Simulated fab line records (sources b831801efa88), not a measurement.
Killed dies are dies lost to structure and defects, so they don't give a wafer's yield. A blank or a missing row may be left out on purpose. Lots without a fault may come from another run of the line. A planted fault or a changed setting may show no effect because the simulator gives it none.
A struck lot beside a sound one ; flow sky130 ; 22 steps out of a route of 708
Sound: these wafers, L847.1, L847.3, L847.6. The struck wafers were L854.1, L854.3, L854.6. At the end, the cause is stated.
Per side, at each step with rows, come the tool, then ch with its chambers, and then its first start. Under that, the readings that differ: sound wafers ; struck wafers ; difference of the means ; sigmas: that difference in standard deviations of wafers without a fault.
alike: readings with means less than 2 such deviations apart, plus words and numbers identical on both sides. not compared: withheld readings, readings lacking a value on some wafer, bounds such as >300 that could conceal the same value, and numbers that have no deviation in the record and whose values overlap.
A row with sigmas, a row that says differs or no value, or rows on one side alone: a step with any of these is where the two part. Non-overlapping numbers with no deviation appear without sigmas and do not part them. Lack of a reading on every wafer of one side parts them only where that side has two or more wafers.

first, 3 steps without rows for these wafers: SKY_POLY_CUT_EXPOSE_05 (exposes mask NPCM, target cd 270 nm); SKY_POLY_CUT_PEB_06; SKY_POLY_CUT_DEVELOP_07 (develop time 60 s).
SKY_POLY_CUT_CD_MEAS_08 targets a cd of 270 nm.
  sound on cd sem-01, day 27 18:32; struck on cd sem-01, day 29 15:43
  alike: cd nm
SKY_POLY_CUT_OVL_MEAS_09:
  sound on overlay-01, day 27 18:39; struck on overlay-02, day 29 15:50
  alike: POLY_CUT_OVL
SKY_POLY_CUT_ETCH_10: etches BARC in N2/H2, stops on SiO2, time 45.9 s, target depth 60 nm.
  sound on rie diel-03 ch 1,3, day 27 18:41; struck on rie diel-01 ch 0,3, day 29 15:52
  alike: drypump motor current A, oes product au, throttle valve pct
  not compared: rf hours counter h
SKY_POLY_CUT_ETCH_11: etches Si3N4 in CF4/CH2F2/Ar, stops on poly-Si, time 42.5 s, target depth 60 nm.
  sound on rie diel-03 ch 1,3, day 27 18:44; struck on rie diel-01 ch 0,3, day 29 15:55
  alike: ch2f2 flow sccm, drypump motor current A, oes product au, throttle valve pct
  not compared: rf hours counter h
SKY_POLY_CUT_STRIP_12: strips in O2/N2.
  sound on plasma asher-04 ch 0,1, day 27 18:46; struck on plasma asher-01 ch 1, day 29 15:58
reading;sound;struck;difference;sigmas
strip time to endpoint s (s);5.399 5.391 5.355;5.325 5.342 5.307;-0.057;-3
  alike: drypump motor current A, oes product au
  not compared: rf hours counter h
then, 4 steps without rows for these wafers: SKY_SD_P_DEHYDRATE_00 (time 60 s); SKY_SD_P_HMDS_01 (prime time 60 s); SKY_SD_P_COAT_02 (resist thk 1140 nm); SKY_SD_P_SOFTBAKE_03 (time 60 s).
SKY_SD_P_EXPOSE_04: exposes mask PSDM, target cd 380 nm.
  sound on iline stepper-01 ch 0, day 28 08:46; struck on iline stepper-02 ch 0, day 30 06:04
reading;sound;struck;difference;sigmas
mask;PSDM#0 PSDM#0 PSDM#0;NSDM#0 NSDM#0 NSDM#0;differs;
then, 2 steps without rows for these wafers: SKY_SD_P_PEB_05; SKY_SD_P_DEVELOP_06 (develop time 60 s).
SKY_SD_P_CD_MEAS_07 targets a cd of 380 nm.
  sound on cd sem-02, day 28 22:22; struck on cd sem-02, day 30 19:43
reading;sound;struck;difference;sigmas
cd nm (nm);379.6 376.8 379.9;- - -;no value on the struck wafers;
SKY_SD_P_OVL_MEAS_08:
  sound on overlay-01, day 28 22:29; struck on overlay-02, day 30 19:50
reading;sound;struck;difference;sigmas
SD_P_OVL (nm);-2.2 -1.6 -3.0;- - -;no value on the struck wafers;
next, for these wafers, 1 step has no rows: SKY_SD_P_IMPLANT_09.
SKY_SD_P_STRIP_10: strips in O2/N2.
  sound on plasma asher-03 ch 0,1, day 28 22:41; struck on plasma asher-02 ch 0,1, day 30 20:02
  alike: drypump motor current A, oes product au, strip time to endpoint s
  not compared: rf hours counter h
SKY_SD_P_TW_MEAS_11:
  sound on film metro-04, day 28 22:47; struck on film metro-02, day 30 20:08
reading;sound;struck;difference;sigmas
SD_P_TW;2867 2849 2824;30 30 30;-2817;-99 or more
then, 1 step without rows for these wafers: SKY_RES_XHIGH_DEHYDRATE_00 (time 60 s).
-- a jump in the record: the struck wafers' starts before and after are 19 days apart (it breaks off in module RES_XHIGH and resumes in module PAD_OPEN, where the first step shown is number 708 of the route) --
SKY_PAD_OPEN_PROBE_99:
  sound on prober-01, day 48 05:36; struck on prober-01, day 49 10:41
reading;sound;struck;difference;sigmas
killed at front end;11 12 8;432 415 401;+406;+94
killed dies;79 93 78;492 492 492;+409;+37
killed on rim;13 14 18;96 96 96;+81;+21
  alike: killed_at_M0_to_M3, killed_at_M4_up, killed at contacts, killed at other, killed open, killed short

WHERE THEY PART
First at SKY_POLY_CUT_STRIP_12; last, within this record, at SKY_PAD_OPEN_PROBE_99.

WHY: the cause the simulator had injected
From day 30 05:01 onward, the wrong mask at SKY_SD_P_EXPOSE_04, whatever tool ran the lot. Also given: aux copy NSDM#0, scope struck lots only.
